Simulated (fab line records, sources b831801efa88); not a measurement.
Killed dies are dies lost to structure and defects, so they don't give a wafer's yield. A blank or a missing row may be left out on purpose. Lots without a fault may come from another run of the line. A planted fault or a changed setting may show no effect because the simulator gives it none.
Chamber matching | flow sky130 | SKY_CAPM_CVD_00 on pecvd-03: 3 sister chambers
The step deposits SiO2, target thk 15.5 nm. 20 wafers are shown with their chamber, then 10 later ones without.

WAFERS WITH THEIR CHAMBER
wafer  | chamber | heater_power_w (W)
L075.1 | 2       | 616
L075.3 | 0       | 688
L075.5 | 2       | 619
L076.1 | 1       | 788
L076.2 | 2       | 639
L076.4 | 0       | 660
L078.4 | 1       | 834
L078.5 | 2       | 696
L078.6 | 0       | 670
L079.1 | 0       | 696
L079.2 | 2       | 693
L079.6 | 0       | 688
L081.1 | 2       | 684
L081.3 | 0       | 704
L081.5 | 0       | 698
L083.1 | 1       | 744
L083.2 | 2       | 658
L083.4 | 2       | 637
L085.1 | 2       | 615
L085.2 | 0       | 600

SIGNATURES (means of the wafers above)
reading        | chamber 0 | chamber 1 | chamber 2 | scatter within a chamber
heater_power_w | 675.50    | 788.67    | 650.78    | 35
Rule: a wafer's distance from a chamber is the root of the sum, over the readings, of the square of ((its reading less the chamber's mean) divided by the reading's scatter). The wafer belongs to the nearest chamber; if the next one is less than 2 further off, it can't be placed. The scatter: the root of (the sum of the squares of (reading less its chamber's mean) over the shown wafers, divided by (wafers less chambers)).

WAFERS WITHOUT THEIR CHAMBER
wafer  | heater_power_w (W)
L085.3 | 800
L086.2 | 764
L086.4 | 651
L086.6 | 646
L090.1 | 560
L090.4 | 578
L090.6 | 685
L094.1 | 825
L094.2 | 677
L094.3 | 632

WHICH CHAMBER EACH WENT THROUGH
wafer  | from the rows above     | in truth
L085.3 | 1                       | 1
L086.2 | can't be placed: 1 or 0 | 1
L086.4 | can't be placed: 2 or 0 | 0
L086.6 | can't be placed: 2 or 0 | 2
L090.1 | can't be placed: 2 or 0 | 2
L090.4 | can't be placed: 2 or 0 | 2
L090.6 | can't be placed: 0 or 2 | 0
L094.1 | 1                       | 1
L094.2 | can't be placed: 0 or 2 | 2
L094.3 | can't be placed: 2 or 0 | 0
Placed correctly: 2 of 10. Can't be placed from these rows: 8 (the true chamber is among the candidates in 8). Placed wrongly: 0.
